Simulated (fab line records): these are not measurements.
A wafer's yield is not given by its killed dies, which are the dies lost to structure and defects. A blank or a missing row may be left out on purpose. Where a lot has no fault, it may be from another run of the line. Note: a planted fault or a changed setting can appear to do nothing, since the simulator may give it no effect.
Which tool was responsible?    flow sky130    18 wafers from 6 lots sampled at 3 of the route's 708 steps

WHAT THE GAUGES READ, wafer by wafer
SKY_VIA1_THK_MEAS_23: measures by xrf.
lot   measured      on             VIA1_W_THK (nm)
L626  day 34 11:02  film_metro-02  272 272 277
L632  day 36 10:07  film_metro-02  272 274 275
L635  day 37 14:37  film_metro-01  264 268 266
L642  day 39 17:56  film_metro-04  272 274 276
L645  day 41 01:45  film_metro-02  273 277 275
L647  day 41 16:59  film_metro-02  272 277 276

WHAT TOOL EACH LOT RAN ON (gives the tool, then ch and the chambers of the sampled wafers, and finally the start)
lot   SKY_METAL1_DESCUM_17               SKY_VIA1_ETCH_14
L626  rie_metal-01 ch 0,1, day 33 06:14  rie_diel-02 ch 1,3, day 34 10:02
L632  rie_metal-04 ch 0,1, day 35 05:53  rie_diel-01 ch 0,1, day 36 09:08
L635  rie_metal-04 ch 0,1, day 36 10:22  rie_diel-02 ch 1,2,3, day 37 13:35
L642  rie_metal-01 ch 0, day 38 15:26    rie_diel-01 ch 1,2, day 39 16:57
L645  rie_metal-04 ch 0,1, day 39 23:11  rie_diel-04 ch 1,2,3, day 41 00:47
L647  rie_metal-01 ch 0,1, day 40 14:48  rie_diel-04 ch 2,3, day 41 16:00
- SKY_METAL1_DESCUM_17: chemistry O2, time 8 s.
- SKY_VIA1_ETCH_14: etches BARC in N2/H2, stops on SiO2, time 45.9 s, target depth 60 nm.

THE ANSWER, worked out from the rows above alone
Rule: the lots themselves supply what counts as usual. The widest of any qualifying gaps counts: lots, ordered by their means at a reading, are off when they make up no more than a third of the lots, leave a main group of 4 or more, and stand apart from it by 3 or more times the standard deviation of that group's means. If all means in a main group match to the digits the tables above print for the reading, that group is not used. Also off: a lot with no number at a reading for which 4 or more lots have one. Any other lot the step has rows for is counted as sound.
Off: at SKY_VIA1_THK_MEAS_23 (VIA1_W_THK), L635. The main group has a mean of 274 nm with a standard deviation of 0.61.
A tool fits if, at a process step before that reading, it ran every lot that is off, and no sound lot after the first of them. The gauges at SKY_VIA1_THK_MEAS_23 are tried like those tools. Undecided on this evidence; 2 tools fit (rie_diel-02 at SKY_VIA1_ETCH_14, film_metro-01 at SKY_VIA1_THK_MEAS_23).

WHAT THE SIMULATOR PUT IN
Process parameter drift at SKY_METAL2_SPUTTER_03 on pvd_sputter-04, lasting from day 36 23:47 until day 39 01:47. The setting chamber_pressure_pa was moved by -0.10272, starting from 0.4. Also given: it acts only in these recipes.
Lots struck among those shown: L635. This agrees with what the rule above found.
